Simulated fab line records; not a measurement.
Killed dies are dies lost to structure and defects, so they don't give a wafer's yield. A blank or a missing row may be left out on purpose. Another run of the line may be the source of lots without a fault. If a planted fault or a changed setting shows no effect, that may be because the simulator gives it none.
A single fault, viewed from 2 desks ; flow gf180mcu ; only its own numbers are on each desk; what lay behind them is given at the end

AT THE TOOL OWNER'S DESK: implanter-03
The tool's own readings at GF_VT_IMPLANT_IMPLANT_19, given as means over the sampled wafers that have a number, one for each lot that went through this tool. If a lot's mean is further than 4 standard deviations from the usual mean, the lot is out of limits and carries the mark OUT (the distance appears in the brackets).
Columns: A = beam on s at GF_VT_IMPLANT_IMPLANT_19, usual 10.00 s; B = faraday current uA at GF_VT_IMPLANT_IMPLANT_19, usual 24.5; C = tilt deg at GF_VT_IMPLANT_IMPLANT_19, usual 6.998 degrees
lot;first seen here;A;B;C
L624;day 7 02:06;9.95;24.6;6.999
L626;day 7 12:09;10.11;24.3;6.988
L629;day 8 10:55;9.99;24.6;7.004
L630;day 8 17:42;8.42 (-7.9) OUT;29.5 (+9.9) OUT;7.016
L632;day 9 07:25;9.19 (-4.1) OUT;27.1 (+5.2) OUT;7.001
L633;day 9 11:36;9.04 (-4.8) OUT;27.6 (+6.3) OUT;6.988
L643;day 12 01:07;9.95;24.6;7.007
This desk finds L630, L632, L633 out of limits, L630 being first, at day 8 17:42 (beam on s at GF_VT_IMPLANT_IMPLANT_19). Within limits: L624, L626, L629, L643.

THE METROLOGY DESK
What the gauges read for every lot (on any tool): the sampled wafers with a number, averaged. If a lot's mean is further than 4 standard deviations from the usual mean, the lot is out of limits and carries the mark OUT (the distance appears in the brackets).
Columns: A = VT_IMPLANT_2_TW at GF_VT_IMPLANT_TW_MEAS_21, usual 1202
lot;first seen here;A
L623;day 6 19:49;1219
L624;day 7 02:19;1191
L625;day 7 06:40;1191
L626;day 7 12:24;1205
L627;day 7 19:42;1190
L629;day 8 11:11;1208
L630;day 8 17:57;1139 (-4.8) OUT
L632;day 9 07:40;1161
L633;day 9 11:47;1168
L634;day 9 17:40;1191
L643;day 12 01:22;1198
L644;day 12 10:42;1199
This desk reports L630 out of limits; the earliest was L630 at day 8 17:57 (VT_IMPLANT_2_TW at GF_VT_IMPLANT_TW_MEAS_21). Within limits: L623, L624, L625, L626, L627, L629, L632, L633, L634, L643, L644.

BROUGHT TOGETHER
The tool owner's desk could have raised an alarm at day 8 17:42, on L630, L632, L633.
On L630, the metrology desk was in a position to raise an alarm at day 8 17:57.
The metrology desk has L632, L633 on record, within its limits.
Every lot named ran GF_VT_IMPLANT_IMPLANT_19 on implanter-03.

WHAT HAD BEEN PUT IN BY THE SIMULATOR
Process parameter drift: implanter-03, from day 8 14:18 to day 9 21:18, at GF_VT_IMPLANT_IMPLANT_19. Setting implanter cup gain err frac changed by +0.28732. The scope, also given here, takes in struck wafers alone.
Shown lots that were struck: L630, L632, L633.
Delay (hours) between the fault's onset and each desk's first out-of-limits reading: 3 at the tool owner's desk, 4 at the metrology desk.
